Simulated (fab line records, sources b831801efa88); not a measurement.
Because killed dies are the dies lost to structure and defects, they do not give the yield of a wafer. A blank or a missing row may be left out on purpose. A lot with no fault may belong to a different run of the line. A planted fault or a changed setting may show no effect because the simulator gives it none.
fab line records	flow sfqLine
[record] lots = 5	wafers = 27
route steps=325 shown INCOMING@2 M0@29 I0@54 M1@69 I1@84 M3@119 I3@133 JJ@180
startH: hours from the record's opening day to when the first of the lot's shown wafers began	waitH: hours since the lot's step before	" as in the row above	L1.1+2: a single row standing in for several wafers	- value missing, or start not given	* or withheld: withheld	< > ~ a bound
route shown NAME@n: NAME is a module with steps in the file, n the number in the route of the first one	usual: mean and standard deviation over wafers with no fault	same: alike in all rows	chamber/n: place in a boat	sites: readings site by site	_std_site: how widely they spread, as a standard deviation	_edge_site: inner sites' mean taken away from outer sites' mean	radiusMm: for every site, how far away it sits from the centre of the wafer	mask NAME#n: copy n	behind: the tool/chamber that last shaped the wafer	hold: why the lot went on hold/how many hours it stayed there/how the hold came to an end	device: the transistor (n, p or np) that didn't switch	end of line: at the end of the route, the tests of the same wafers	where a step has no rows: the recipe by itself	killed: dies lost to structure and defects at the first sort, not the wafer's yield	map: per-die view of a wafer (x killed, . not killed, _ where there is no die)
set.NAME: the setting as run; set.NAME@STEP: as run at that earlier step	model.NAME: the simulator's own value behind a step, which no gauge read
lots with deliberately changed settings; one table per step, one row per wafer
[[steps]]
[step SFQ_TRILAYER_INCOMING_OXIDATION_002]
[recipe] tempC = 1000	ambient = H2O	targetThkA = 5000	pH2oTorr = 720	oxTimeS = 4939
lot.wafer	tool	chamber	startH	waitH	set.oxTimeS	model.SiO2_of_TRILAYER_INCOMING_OXIDATION_002.thkNm
L075.1	-	-	-	0.1	1984	285.6
L075.2	"	-	"	"	1984	282.2
L075.3	"	-	"	"	1984	287.9
L075.4	"	-	"	"	1984	284.9
L075.5	"	-	"	"	1984	276
L075.6	"	-	"	"	1984	284.5
L078.1	-	-	-	0.1	4939	488.6
L078.2	"	-	"	"	4939	491.5
L078.3	"	-	"	"	4939	489.4
L078.4	"	-	"	"	4939	492.2
L078.5	"	-	"	"	4939	492.6
L078.6	"	-	"	"	4939	495.6
L079.1	-	-	-	0.1	6241	577.4
L079.2	"	-	"	"	6241	583.1
L079.3	"	-	"	"	6241	580.9
L079.4	"	-	"	"	6241	590.6
L079.5	"	-	"	"	6241	585
L079.6	"	-	"	"	6241	586.2
L080.1	furnace-02	0	40.12	0.1	4939	492.6
L080.3	"	0	"	"	4939	493.1
L080.6	"	0	"	"	4939	500.3
L082.1	-	-	-	0.1	7204	616.4
L082.2+4	"	-	"	"	7204	629.4
L082.3	"	-	"	"	7204	618.1
L082.5	"	-	"	"	7204	623.1
L082.6	"	-	"	"	7204	625.9
[step SFQ_TRILAYER_M0_DEP_SPUTTER_019]
[recipe] material = Nb	basePressurePa = 1.33e-06	chamberPressurePa = 0.1333	substrateTempC = 20	resputterCathodeVoltageV = 400	targetThkNm = 200	powerW = 2000	timeS = 133.3
lot.wafer	tool	chamber	startH	waitH	set.timeS	model.Nb_of_TRILAYER_M0_DEP_SPUTTER_019.thkNm
L075.1	pvdSputter-06	-	153.33	0.0	153.9	230.4
L075.2	"	-	"	"	153.9	232.4
L075.3	"	-	"	"	153.9	232.8
L075.4	"	-	"	"	133.3	204
L075.5	"	-	"	"	133.3	203.9
L075.6	"	-	"	"	133.3	200.8
L078.1	pvdSputter-05	-	172.53	0.0	133.3	200.6
L078.2	"	-	"	"	153.7	233
L078.3	"	-	"	"	133.3	197.4
L078.4	"	-	"	"	153.7	229.6
L078.5	"	-	"	"	133.3	199
L078.6	"	-	"	"	153.7	233.3
L079.1	pvdSputter-03	-	187.30	0.0	133.3	201
L079.2	"	-	"	"	133.3	202.3
L079.3	"	-	"	"	133.3	202.8
L079.4	"	-	"	"	133.3	198.6
L079.5	"	-	"	"	133.3	204
L079.6	"	-	"	"	133.3	199.9
L080.1	pvdSputter-05	-	204.10	0.0	133.3	196.9
L080.3	"	-	"	"	133.3	203.1
L080.6	"	-	"	"	133.3	200.6
L082.1	pvdSputter-05	-	210.10	0.0	133.3	201.1
L082.2	"	-	"	"	133.3	195.6
L082.3	"	-	"	"	172.3	258.8
L082.4	"	-	"	"	172.3	255.8
L082.5	"	-	"	"	172.3	259.3
L082.6	"	-	"	"	133.3	196.7
[step SFQ_M0_RS_MEAS_904]
[recipe] thkMeasGauge = four-point-probe	reads = Nb_of_TRILAYER_M0_DEP_SPUTTER_019
[usual] M0_NB_RS = 0.889/0.01
lot.wafer	tool	chamber	startH	waitH	set.timeS@TRILAYER_M0_DEP_SPUTTER_019	M0_NB_RS[ohm/sq]
L075.1	filmMetro-02	-	153.42	0.0	153.9	0.772
L075.2	"	-	"	"	153.9	0.767
L075.3	"	-	"	"	153.9	0.764
L075.4	"	-	"	"	133.3	0.873
L075.5	"	-	"	"	133.3	0.872
L075.6	"	-	"	"	133.3	0.887
L078.1	filmMetro-04	-	172.62	0.0	133.3	0.886
L078.2	"	-	"	"	153.7	0.762
L078.3	"	-	"	"	133.3	0.902
L078.4	"	-	"	"	153.7	0.775
L078.5	"	-	"	"	133.3	0.894
L078.6	"	-	"	"	153.7	0.761
L079.1	filmMetro-04	-	187.39	0.0	133.3	0.885
L079.2	"	-	"	"	133.3	0.880
L079.3	"	-	"	"	133.3	0.876
L079.4	"	-	"	"	133.3	0.897
L079.5	"	-	"	"	133.3	0.873
L079.6	"	-	"	"	133.3	0.890
L080.1	filmMetro-04	-	204.19	0.0	133.3	0.905
L080.3	"	-	"	"	133.3	0.875
L080.6	"	-	"	"	133.3	0.888
L082.1	filmMetro-03	-	210.19	0.0	133.3	0.885
L082.2	"	-	"	"	133.3	0.908
L082.3	"	-	"	"	172.3	0.685
L082.4	"	-	"	"	172.3	0.693
L082.5	"	-	"	"	172.3	0.684
L082.6	"	-	"	"	133.3	0.904
[step SFQ_TRILAYER_M0_LITHO_COAT_026]
[recipe] resist = BARC	spinRpm = 3000	resistThkNm = 62
[step SFQ_TRILAYER_M0_BARC_OPEN_METAL_ETCH_031]
[recipe] maskMaterial = PR	chemistry = O2	targetDepthNm = 125	target = BARC	icpW = 600	biasW = 80	pressureMtorr = 10	timeS = 41.7
[step SFQ_TRILAYER_M0_ETCH_METAL_ETCH_024]
[recipe] target = Nb	stopOn = SiO2	maskMaterial = PR	chemistry = Cl2/Ar	targetDepthNm = 240	icpW = 600	biasW = 80	pressureMtorr = 10	timeS = 120
[usual] oesProductAu = 0.896/0.0082
lot.wafer	tool	chamber	startH	waitH	set.timeS@TRILAYER_M0_DEP_SPUTTER_019	oesProductAu
L075.1	rieMetal-04	1	239.37	0.1	153.9	0.968
L075.2	"	1	"	"	153.9	0.982
L075.3	"	1	"	"	153.9	0.981
L075.4	"	1	"	"	133.3	0.912
L075.5	"	1	"	"	133.3	0.904
L075.6	"	1	"	"	133.3	0.885
L078.1	rieMetal-01	1	264.51	0.0	133.3	0.895
L078.2	"	0	"	"	153.7	0.981
L078.3	"	1	"	"	133.3	0.884
L078.4	"	0	"	"	153.7	0.976
L078.5	"	1	"	"	133.3	0.888
L078.6	"	0	"	"	153.7	0.977
L079.1	rieMetal-04	0	284.71	0.0	133.3	0.887
L079.2	"	1	"	"	133.3	0.902
L079.3	"	0	"	"	133.3	0.909
L079.4	"	1	"	"	133.3	0.891
L079.5	"	1	"	"	133.3	0.907
L079.6	"	0	"	"	133.3	0.900
L080.1	rieMetal-01	1	308.71	0.0	133.3	0.883
L080.3	"	1	"	"	133.3	0.902
L080.6	"	0	"	"	133.3	0.901
L082.1	rieMetal-04	0	319.51	0.0	133.3	0.900
L082.2	"	1	"	"	133.3	0.880
L082.3	"	1	"	"	172.3	1.016
L082.4	"	0	"	"	172.3	0.995
L082.5	"	0	"	"	172.3	0.990
L082.6	"	1	"	"	133.3	0.892
[step SFQ_TRILAYER_I0_VIA_BARC_OPEN_VIA_ETCH_046]
[recipe] maskMaterial = PR	chemistry = O2	targetDepthNm = 125	target = BARC	sourceW = 500	biasW = 80	pressureMtorr = 30	timeS = 41.7
[usual] oesProductAu = 0.686/0.0053
lot.wafer	tool	chamber	startH	waitH	set.timeS	oesProductAu	model.KrF_of_TRILAYER_I0_VIA_LITHO_COAT_031.thkNm
L075.1	rieDiel-02	2	327.85	0.0	55.45	0.659	559.1
L075.2	"	3	"	"	41.7	0.681	572.7
L075.3	"	0	"	"	41.7	0.684	572
L075.4	"	1	"	"	55.45	0.652	559.4
L075.5	"	2	"	"	41.7	0.688	576.7
L075.6	"	3	"	"	55.45	0.658	556.8
L078.1	rieDiel-04	2	331.45	0.0	41.7	0.692	575
L078.2	"	3	"	"	41.7	0.691	575.6
L078.3	"	1	"	"	41.7	0.690	575.4
L078.4	"	0	"	"	41.7	0.695	576.3
L078.5	"	3	"	"	41.7	0.691	572.1
L078.6	"	0	"	"	41.7	0.691	575.3
L079.1	rieDiel-01	2	332.86	0.0	48.79	0.657	563.5
L079.2	"	0	"	"	41.7	0.686	573.5
L079.3	"	3	"	"	48.79	0.670	566.2
L079.4	"	1	"	"	41.7	0.687	574.5
L079.5	"	0	"	"	48.79	0.668	562.4
L079.6	"	3	"	"	41.7	0.690	573.8
L080.1	rieDiel-04	3	333.85	0.0	41.7	0.691	573.6
L080.3	"	1	"	"	41.7	0.690	571.9
L080.6	"	0	"	"	41.7	0.690	574.1
L082.1	rieDiel-02	2	336.25	0.0	41.7	0.682	576.1
L082.2	"	0	"	"	41.7	0.683	574.3
L082.3	"	3	"	"	41.7	0.689	574.6
L082.4	"	1	"	"	41.7	0.683	575.9
L082.5	"	1	"	"	41.7	0.684	576.1
L082.6	"	2	"	"	41.7	0.686	575.9
[step SFQ_TRILAYER_M1_BARC_OPEN_METAL_ETCH_054]
[recipe] maskMaterial = PR	chemistry = O2	targetDepthNm = 125	target = BARC	icpW = 600	biasW = 80	pressureMtorr = 10	timeS = 41.7
[usual] oesProductAu = 0.686/0.0044
lot.wafer	tool	chamber	startH	waitH	set.timeS	oesProductAu	model.KrF_of_TRILAYER_M1_LITHO_COAT_039.thkNm
L075.1	rieMetal-03	1	457.39	0.0	55	0.654	509.6
L075.2	"	0	"	"	55	0.658	509.8
L075.3	"	1	"	"	41.7	0.687	525.1
L075.4	"	0	"	"	41.7	0.681	527.8
L075.5	"	0	"	"	41.7	0.684	526
L075.6	"	1	"	"	55	0.656	508.8
L078.1	rieMetal-01	0	464.59	0.0	41.7	0.690	523.3
L078.2	"	1	"	"	41.7	0.686	522.5
L078.3	"	1	"	"	41.7	0.677	522.9
L078.4	"	0	"	"	41.7	0.693	521.4
L078.5	"	1	"	"	41.7	0.689	523.6
L078.6	"	0	"	"	41.7	0.683	521.3
L079.1	rieMetal-01	0	469.39	0.0	20.24	1.005	549.2
L079.2	"	1	"	"	20.24	0.989	549.7
L079.3	"	1	"	"	41.7	0.681	524.2
L079.4	"	0	"	"	41.7	0.683	521.9
L079.5	"	0	"	"	20.24	0.994	550.1
L079.6	"	1	"	"	41.7	0.683	522.7
L080.1	rieMetal-02	1	470.59	0.0	41.7	0.692	523.6
L080.3	"	0	"	"	41.7	0.683	522.9
L080.6	"	0	"	"	41.7	0.688	523.9
L082.1	rieMetal-01	1	475.39	0.0	23.4	0.923	546.2
L082.2	"	0	"	"	41.7	0.685	521.3
L082.3	"	0	"	"	23.4	0.928	544.1
L082.4	"	1	"	"	41.7	0.692	524.1
L082.5	"	1	"	"	23.4	0.921	545.8
L082.6	"	0	"	"	41.7	0.678	522.5
[step SFQ_TRILAYER_I1_VIA_BARC_OPEN_VIA_ETCH_071]
[recipe] maskMaterial = PR	chemistry = O2	targetDepthNm = 125	target = BARC	sourceW = 500	biasW = 80	pressureMtorr = 30	timeS = 41.7
[usual] oesProductAu = 0.684/0.005
lot.wafer	tool	chamber	startH	waitH	set.timeS	oesProductAu	model.KrF_of_TRILAYER_I1_VIA_LITHO_COAT_049.thkNm
L075.1	rieDiel-04	1	468.04	0.0	27.33	0.850	589.2
L075.2	"	3	"	"	41.7	0.682	576.1
L075.3	"	2	"	"	27.33	0.851	592.2
L075.4	"	0	"	"	41.7	0.689	575.7
L075.5	"	0	"	"	41.7	0.678	574.7
L075.6	"	3	"	"	27.33	0.834	592.2
L078.1	rieDiel-03	2	475.24	0.0	18.45	0.994	602.6
L078.2	"	1	"	"	18.45	0.993	602.4
L078.3	"	0	"	"	41.7	0.674	576.8
L078.4	"	3	"	"	41.7	0.682	574.3
L078.5	"	2	"	"	41.7	0.690	572.7
L078.6	"	3	"	"	18.45	0.998	602.3
L079.1	rieDiel-01	0	477.05	0.0	41.7	0.687	570.3
L079.2	"	1	"	"	41.7	0.684	572.5
L079.3	"	2	"	"	41.7	0.685	569.8
L079.4	"	3	"	"	41.7	0.681	572.3
L079.5	"	2	"	"	41.7	0.688	573.4
L079.6	"	3	"	"	41.7	0.688	571.6
L080.1	rieDiel-04	0	478.25	0.0	41.7	0.687	573.1
L080.3	"	1	"	"	41.7	0.686	572.4
L080.6	"	3	"	"	41.7	0.683	573.6
L082.1	rieDiel-04	0	483.09	0.0	27.29	0.853	591.8
L082.2	"	2	"	"	41.7	0.685	572
L082.3	"	1	"	"	41.7	0.691	572.6
L082.4	"	3	"	"	27.29	0.845	593.6
L082.5	"	3	"	"	27.29	0.849	590.4
L082.6	"	2	"	"	41.7	0.685	573.1
[step SFQ_TRILAYER_M3_DEP_SPUTTER_073]
[recipe] material = Nb	basePressurePa = 1.33e-06	chamberPressurePa = 0.1333	substrateTempC = 20	resputterCathodeVoltageV = 400	targetThkNm = 200	powerW = 2000	timeS = 133.3
lot.wafer	tool	chamber	startH	waitH	set.timeS	model.Nb_of_TRILAYER_M3_DEP_SPUTTER_073.thkNm
L075.1	pvdSputter-04	-	769.97	0.0	133.3	204.4
L075.2	"	-	"	"	112.7	173.8
L075.3	"	-	"	"	112.7	171.8
L075.4	"	-	"	"	133.3	204.8
L075.5	"	-	"	"	133.3	204
L075.6	"	-	"	"	112.7	173.5
L078.1	pvdSputter-03	-	780.93	0.0	133.3	202.5
L078.2	"	-	"	"	133.3	198.2
L078.3+6	"	-	"	"	163.6	241.6
L078.4	"	-	"	"	163.6	244.4
L078.5	"	-	"	"	133.3	200.5
L079.1	pvdSputter-03	-	783.33	0.0	112.5	170.8
L079.2	"	-	"	"	133.3	206.7
L079.3	"	-	"	"	112.5	172.1
L079.4	"	-	"	"	133.3	201
L079.5	"	-	"	"	133.3	208.1
L079.6	"	-	"	"	112.5	171.3
L080.1	pvdSputter-04	-	784.53	0.0	133.3	197.1
L080.3	"	-	"	"	133.3	198.1
L080.6	"	-	"	"	133.3	197.7
L082.1	pvdSputter-04	-	788.13	0.0	133.3	199.8
L082.2	"	-	"	"	133.3	200.7
L082.3	"	-	"	"	160.2	237
L082.4	"	-	"	"	133.3	199.2
L082.5	"	-	"	"	160.2	240.6
L082.6	"	-	"	"	160.2	241.9
[step SFQ_M3_RS_MEAS_919]
[recipe] thkMeasGauge = four-point-probe	reads = Nb_of_TRILAYER_M3_DEP_SPUTTER_073
[usual] M3_NB_RS = 0.888/0.013
lot.wafer	tool	chamber	startH	waitH	set.timeS@TRILAYER_M3_DEP_SPUTTER_073	M3_NB_RS[ohm/sq]
L075.1	filmMetro-04	-	770.06	0.0	133.3	0.871
L075.2	"	-	"	"	112.7	1.027
L075.3	"	-	"	"	112.7	1.036
L075.4	"	-	"	"	133.3	0.869
L075.5	"	-	"	"	133.3	0.873
L075.6	"	-	"	"	112.7	1.026
L078.1	filmMetro-01	-	781.02	0.0	133.3	0.881
L078.2	"	-	"	"	133.3	0.901
L078.3	"	-	"	"	163.6	0.737
L078.4	"	-	"	"	163.6	0.727
L078.5	"	-	"	"	133.3	0.888
L078.6	"	-	"	"	163.6	0.738
L079.1	filmMetro-02	-	783.42	0.0	112.5	1.043
L079.2	"	-	"	"	133.3	0.860
L079.3	"	-	"	"	112.5	1.037
L079.4	"	-	"	"	133.3	0.885
L079.5	"	-	"	"	133.3	0.855
L079.6	"	-	"	"	112.5	1.040
L080.1	filmMetro-02	-	784.62	0.0	133.3	0.902
L080.3	"	-	"	"	133.3	0.898
L080.6	"	-	"	"	133.3	0.901
L082.1	filmMetro-02	-	788.22	0.0	133.3	0.890
L082.2	"	-	"	"	133.3	0.886
L082.3	"	-	"	"	160.2	0.751
L082.4	"	-	"	"	133.3	0.896
L082.5	"	-	"	"	160.2	0.737
L082.6	"	-	"	"	160.2	0.735
[step SFQ_TRILAYER_M3_LITHO_COAT_080]
[recipe] resist = BARC	spinRpm = 3000	resistThkNm = 62
[step SFQ_TRILAYER_M3_BARC_OPEN_METAL_ETCH_100]
[recipe] maskMaterial = PR	chemistry = O2	targetDepthNm = 125	target = BARC	icpW = 600	biasW = 80	pressureMtorr = 10	timeS = 41.7
[step SFQ_TRILAYER_M3_ETCH_METAL_ETCH_078]
[recipe] target = Nb	stopOn = SiO2	maskMaterial = PR	chemistry = Cl2/Ar	targetDepthNm = 240	icpW = 600	biasW = 77.47	pressureMtorr = 10	timeS = 120
[usual] oesProductAu = 0.896/0.0084
lot.wafer	tool	chamber	startH	waitH	set.timeS@TRILAYER_M3_DEP_SPUTTER_073	oesProductAu
L075.1	rieMetal-03	1	910.96	0.0	133.3	0.902
L075.2	"	0	"	"	112.7	0.830
L075.3	"	1	"	"	112.7	0.818
L075.4	"	0	"	"	133.3	0.908
L075.5	"	0	"	"	133.3	0.904
L075.6	"	1	"	"	112.7	0.832
L078.1	rieMetal-01	0	922.87	0.0	133.3	0.902
L078.2	"	1	"	"	133.3	0.882
L078.3	"	1	"	"	163.6	0.967
L078.4	"	0	"	"	163.6	0.991
L078.5	"	1	"	"	133.3	0.897
L078.6	"	0	"	"	163.6	0.994
L079.1	rieMetal-03	0	926.47	0.0	112.5	0.817
L079.2	"	1	"	"	133.3	0.909
L079.3	"	1	"	"	112.5	0.817
L079.4	"	0	"	"	133.3	0.897
L079.5	"	1	"	"	133.3	0.909
L079.6	"	0	"	"	112.5	0.816
L080.1	rieMetal-03	1	931.31	0.0	133.3	0.888
L080.3	"	0	"	"	133.3	0.886
L080.6	"	0	"	"	133.3	0.887
L082.1	rieMetal-01	0	934.91	0.0	133.3	0.895
L082.2	"	1	"	"	133.3	0.900
L082.3	"	0	"	"	160.2	0.977
L082.4	"	1	"	"	133.3	0.895
L082.5	"	0	"	"	160.2	0.987
L082.6	"	1	"	"	160.2	0.965
[step SFQ_TRILAYER_I3_DEP_PECVD_081]
[recipe] material = SiO2	tempC = 150	timeS = 111.11	pressureTorr = 2.4	rfW = 183.3	precursor = SiH4/N2O	targetThkNm = 500
lot.wafer	tool	chamber	startH	waitH	set.timeS	model.SiO2_of_TRILAYER_I3_DEP_PECVD_081.thkNm
L075.1	pecvd-02	0	911.86	0.0	111.11	507.9
L075.2	"	1	"	"	111.11	504.6
L075.3	"	2	"	"	111.11	495.2
L075.4	"	2	"	"	48.91	223.3
L075.5	"	1	"	"	48.91	234.1
L075.6	"	0	"	"	48.91	229.4
L078.1	pecvd-01	1	923.77	0.0	161.4	730.3
L078.2	"	2	"	"	161.4	717.9
L078.3	"	0	"	"	161.4	727.1
L078.4	"	0	"	"	111.11	509.5
L078.5	"	1	"	"	111.11	507.3
L078.6	"	2	"	"	111.11	498.9
L079.1	pecvd-04	1	927.37	0.0	111.11	494.9
L079.2	"	0	"	"	53.07	243.9
L079.3	"	2	"	"	53.07	246.1
L079.4	"	2	"	"	53.07	247.7
L079.5	"	1	"	"	111.11	503.1
L079.6	"	0	"	"	111.11	509.8
L080.1	pecvd-04	0	932.21	0.0	111.11	499.8
L080.3	"	2	"	"	111.11	504.4
L080.6	"	0	"	"	111.11	514.3
L082.1	pecvd-04	2	935.81	0.0	111.11	503.7
L082.2	"	1	"	"	111.11	497.2
L082.3	"	0	"	"	111.11	500.5
L082.4	"	0	"	"	172.9	795.4
L082.5	"	2	"	"	172.9	793
L082.6	"	1	"	"	172.9	779.1
[step SFQ_TRILAYER_I3_CMP_CMP_082]
[recipe] material = SiO2	downForcePsi = 3	platenRpm = 60	padVelocityMS = 0.94248
[usual] timeToEndpointS = 216/9.8
lot.wafer	tool	chamber	startH	waitH	set.timeS@TRILAYER_I3_DEP_PECVD_081	timeToEndpointS
L075.2	cmp-02	3	911.94	0.0	111.11	206
L075.4	"	0	"	"	48.91	8
L075.3	"	1	"	"	111.11	208
L075.1	"	2	"	"	111.11	224
L075.6	"	3	"	"	48.91	16
L075.5	"	0	"	"	48.91	17
L078.3	cmp-01	3	925.24	1.4	161.4	377
L078.1	"	0	"	"	161.4	387
L078.4	"	1	"	"	111.11	218
L078.2	"	2	"	"	161.4	375
L078.6	"	3	"	"	111.11	212
L078.5	"	0	"	"	111.11	230
L079.3	cmp-01	2	928.24	0.8	53.07	34
L079.2	"	3	"	"	53.07	31
L079.1	"	0	"	"	111.11	225
L079.4	"	1	"	"	53.07	35
L079.5	"	2	"	"	111.11	219
L079.6	"	3	"	"	111.11	218
L080.3	cmp-01	0	934.24	2.0	111.11	230
L080.1	"	2	935.24	3.0	111.11	222
L080.6	"	0	936.24	4.0	111.11	239
L082.1	cmp-01	2	937.24	1.4	111.11	213
L082.2	"	3	"	"	111.11	221
L082.4	"	0	"	"	172.9	450
L082.3	"	1	"	"	111.11	217
L082.5	"	2	"	"	172.9	435
L082.6	"	3	"	"	172.9	419
[step SFQ_TRILAYER_JJ_TRILAYER_DEP_SPUTTER_110]
[recipe] material = Al	basePressurePa = 1.33e-06	targetThkNm = 8	powerW = 500	timeS = 10	chamberPressurePa = 0.4
lot.wafer	tool	chamber	startH	waitH	set.timeS	model.Al_of_TRILAYER_JJ_TRILAYER_DEP_SPUTTER_110.thkNm
L075.1+2	pvdSputter-03	-	1326.18	0.0	14.17	11.14
L075.3	"	-	"	"	10	8.048
L075.4	"	-	"	"	14.17	11.47
L075.5	"	-	"	"	10	8.202
L075.6	"	-	"	"	10	8.159
L078.1+5	pvdSputter-04	-	1338.39	0.0	15.65	12.7
L078.2	"	-	"	"	10	8.53
L078.3	"	-	"	"	10	8.36
L078.4	"	-	"	"	15.65	12.72
L078.6	"	-	"	"	10	8.497
L079.1	pvdSputter-04	-	1342.98	0.0	10	8.148
L079.2	"	-	"	"	11.64	9.434
L079.3	"	-	"	"	11.64	9.474
L079.4	"	-	"	"	10	8.362
L079.5	"	-	"	"	10	8.149
L079.6	"	-	"	"	11.64	9.665
L080.1	pvdSputter-03	-	1352.76	0.0	10	7.941
L080.3	"	-	"	"	10	8.002
L080.6	"	-	"	"	10	8.172
L082.1	pvdSputter-03	-	1358.77	0.0	10	8.051
L082.2	"	-	"	"	10	8.073
L082.3	"	-	"	"	5.377	4.129
L082.4	"	-	"	"	5.377	4.383
L082.5	"	-	"	"	10	8.086
L082.6	"	-	"	"	5.377	4.131
[[key]]
[split] step = SFQ_TRILAYER_INCOMING_OXIDATION_002	setting = oxTimeS	stated = 4939	by = lot
[response] step = SFQ_TRILAYER_INCOMING_OXIDATION_002	reading = model.SiO2_of_TRILAYER_INCOMING_OXIDATION_002.thkNm	change = +3.29	per = 1%	r = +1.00
[split] step = SFQ_TRILAYER_M0_DEP_SPUTTER_019	setting = timeS	stated = 133.3	by = wafer
[response] step = SFQ_TRILAYER_M0_DEP_SPUTTER_019	reading = model.Nb_of_TRILAYER_M0_DEP_SPUTTER_019.thkNm	change = +2.04	per = 1%	r = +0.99
[response] step = SFQ_M0_RS_MEAS_904	reading = M0_NB_RS	change = -0.00742	per = 1%	r = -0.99
[response] step = SFQ_TRILAYER_M0_ETCH_METAL_ETCH_024	reading = oesProductAu	change = +0.00434	per = 1%	r = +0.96
[split] step = SFQ_TRILAYER_I0_VIA_BARC_OPEN_VIA_ETCH_046	setting = timeS	stated = 41.7	by = wafer
[response] step = SFQ_TRILAYER_I0_VIA_BARC_OPEN_VIA_ETCH_046	reading = oesProductAu	change = -0.00095	per = 1%	r = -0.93
[response] step = SFQ_TRILAYER_I0_VIA_BARC_OPEN_VIA_ETCH_046	reading = model.KrF_of_TRILAYER_I0_VIA_LITHO_COAT_031.thkNm	change = -0.491	per = 1%	r = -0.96
[split] step = SFQ_TRILAYER_M1_BARC_OPEN_METAL_ETCH_054	setting = timeS	stated = 41.7	by = wafer
[response] step = SFQ_TRILAYER_M1_BARC_OPEN_METAL_ETCH_054	reading = oesProductAu	change = -0.00492	per = 1%	r = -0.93
[response] step = SFQ_TRILAYER_M1_BARC_OPEN_METAL_ETCH_054	reading = model.KrF_of_TRILAYER_M1_LITHO_COAT_039.thkNm	change = -0.52	per = 1%	r = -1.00
[split] step = SFQ_TRILAYER_I1_VIA_BARC_OPEN_VIA_ETCH_071	setting = timeS	stated = 41.7	by = wafer
[response] step = SFQ_TRILAYER_I1_VIA_BARC_OPEN_VIA_ETCH_071	reading = oesProductAu	change = -0.00521	per = 1%	r = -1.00
[response] step = SFQ_TRILAYER_I1_VIA_BARC_OPEN_VIA_ETCH_071	reading = model.KrF_of_TRILAYER_I1_VIA_LITHO_COAT_049.thkNm	change = -0.503	per = 1%	r = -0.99
[split] step = SFQ_TRILAYER_M3_DEP_SPUTTER_073	setting = timeS	stated = 133.3	by = wafer
[response] step = SFQ_TRILAYER_M3_DEP_SPUTTER_073	reading = model.Nb_of_TRILAYER_M3_DEP_SPUTTER_073.thkNm	change = +1.97	per = 1%	r = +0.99
[response] step = SFQ_M3_RS_MEAS_919	reading = M3_NB_RS	change = -0.00832	per = 1%	r = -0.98
[response] step = SFQ_TRILAYER_M3_ETCH_METAL_ETCH_078	reading = oesProductAu	change = +0.00444	per = 1%	r = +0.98
[split] step = SFQ_TRILAYER_I3_DEP_PECVD_081	setting = timeS	stated = 111.11	by = wafer
[response] step = SFQ_TRILAYER_I3_DEP_PECVD_081	reading = model.SiO2_of_TRILAYER_I3_DEP_PECVD_081.thkNm	change = +4.97	per = 1%	r = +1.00
[response] step = SFQ_TRILAYER_I3_CMP_CMP_082	reading = timeToEndpointS	change = *	per = 1%	r = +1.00
[split] step = SFQ_TRILAYER_JJ_TRILAYER_DEP_SPUTTER_110	setting = timeS	stated = 10	by = wafer
[response] step = SFQ_TRILAYER_JJ_TRILAYER_DEP_SPUTTER_110	reading = model.Al_of_TRILAYER_JJ_TRILAYER_DEP_SPUTTER_110.thkNm	change = +0.0776	per = 1%	r = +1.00
